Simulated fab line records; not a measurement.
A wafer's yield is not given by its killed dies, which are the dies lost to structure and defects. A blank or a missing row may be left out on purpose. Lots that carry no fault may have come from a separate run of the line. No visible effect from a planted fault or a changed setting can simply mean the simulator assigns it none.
Comparing a struck lot with a sound one | flow sky130 | 16 out of 708 route steps
Sound: the wafers L435.2, L435.3, L435.6. Struck: wafer L441.3. (L441.1, L441.5 of the same lot were not struck and are left out.) The cause comes at the end.
At each step with rows: each side's tool, then ch and its chambers, then its first start. Under that, the readings that differ: sound wafers | struck wafers | difference of the means | sigmas: that difference in standard deviations of wafers without a fault.
alike: readings with means less than 2 such deviations apart, plus words and numbers identical on both sides. not compared: withheld readings, readings lacking a value on some wafer, bounds such as >300 that could conceal the same value, and numbers that have no deviation in the record and whose values overlap.
Wherever a step has rows on one side only, a row that says differs or no value, or a row with sigmas, the two part there. Numbers that don't overlap but have no deviation are shown without sigmas and don't part them. A reading missing from all wafers of one side parts the sides only when that side holds two or more wafers.

first, 3 steps without rows for these wafers: SKY_METAL1_EXPOSE_12 (exposes mask MM1, target cd 140 nm); SKY_METAL1_PEB_13; SKY_METAL1_DEVELOP_14 (develop time 60 s).
SKY_METAL1_CD_MEAS_15 targets a cd of 140 nm.
  sound on cd sem-02 at day 34 02:08; struck on cd sem-02 at day 35 17:04
  alike: cd nm
SKY_METAL1_OVL_MEAS_16:
  sound on overlay-02 at day 34 02:15; struck on overlay-02 at day 35 17:11
  alike: METAL1_OVL
SKY_METAL1_DESCUM_17: chemistry O2, time 8 s.
  sound on rie metal-01 ch 0,1, day 34 02:17; struck on rie metal-03 ch 0, day 35 17:14
  alike: drypump motor current A, oes product au
  not compared: rf hours counter h
SKY_METAL1_ETCH_18: etches BARC in N2/H2, stops on SiO2, time 45.9 s, target depth 60 nm.
  sound on rie metal-01 ch 0,1, day 34 02:19; struck on rie metal-03 ch 0, day 35 17:16
  alike: drypump motor current A, oes product au, throttle valve pct
  not compared: rf hours counter h
SKY_METAL1_METAL_ETCH_19: etches the open film in Cl2/BCl3, stops on SiO2, target depth 360 nm, time 78 s.
  sound on rie metal-01 ch 0,1, day 34 02:22; struck on rie metal-03 ch 0, day 35 17:19
  alike: drypump motor current A, oes product au, throttle valve pct
  not compared: rf hours counter h
SKY_METAL1_STRIP_20: strips in O2/N2.
  sound on plasma asher-01 ch 0,1, day 34 02:28; struck on plasma asher-01 ch 1, day 35 17:25
  alike: drypump motor current A, oes product au, strip time to endpoint s
  not compared: rf hours counter h
then, 3 steps without rows for these wafers: SKY_METAL1_STRIP_21 (strips in post etch residue remover, time 1200 s); SKY_METAL1_CLEAN_22 (cleans in IPA, time 180 s); SKY_METAL1_CLEAN_23 (cleans in O3/DIW).
SKY_VIA1_HDPCVD_00: deposits SiO2, target thk 1030 nm, time 171.7 s.
  sound on hdpcvd-01 ch 1,2, day 34 03:04; struck on hdpcvd-01 ch 2, day 35 18:01
  reading                                  | sound             | struck | difference | sigmas
  sih4 flow sccm (sccm)                    | 59.76 60.09 59.94 | 47.95  | -11.98     | -70
  model.SiO2_of_VIA1_HDPCVD_00.thk nm (nm) | 1014 1026 1017    | 830.4  | -188.6     |
SKY_VIA1_THK_MEAS_01:
  sound on film metro-02 at day 34 03:11; struck on film metro-01 at day 35 18:07
  reading              | sound          | struck | difference | sigmas
  VIA1_HDPCVD_THK (nm) | 1014 1025 1018 | 831    | -188       | -20
SKY_VIA1_CMP_02: polishes SiO2.
  sound on cmp-01 ch 1,2,3, day 34 03:20; struck on cmp-01 ch 0, day 35 18:11
  alike: motor current A, retaining ring pressure frac
-- the record jumps here: 12 days lie between the struck wafers' starts before and after (it left off in module VIA1 and takes up again in module PAD_OPEN, whose first step shown is number 708 of the route) --
SKY_PAD_OPEN_PROBE_99:
  sound on prober-02 at day 46 17:51; struck on prober-02 at day 48 02:41
  alike: defect limited yield, killed_at_M0_to_M3, killed_at_M4_up, killed at contacts, killed at front end, killed at other, killed dies, killed open, killed short, sort_bin_3_pad_short, sort_bin_5_function, sort_bin_6_memory, sort n pass, sort yield pct

== WHERE THEY PART ==
Earliest at SKY_VIA1_HDPCVD_00; latest, in this record, at SKY_VIA1_THK_MEAS_01. Later steps at which nothing parts them and some readings are alike: SKY_VIA1_CMP_02, SKY_PAD_OPEN_PROBE_99.

WHY: whatever the simulator had introduced
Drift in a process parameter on hdpcvd-01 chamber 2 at SKY_VIA1_HDPCVD_00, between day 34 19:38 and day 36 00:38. A move of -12 in setting sih4 flow sccm, from 60. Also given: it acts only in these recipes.
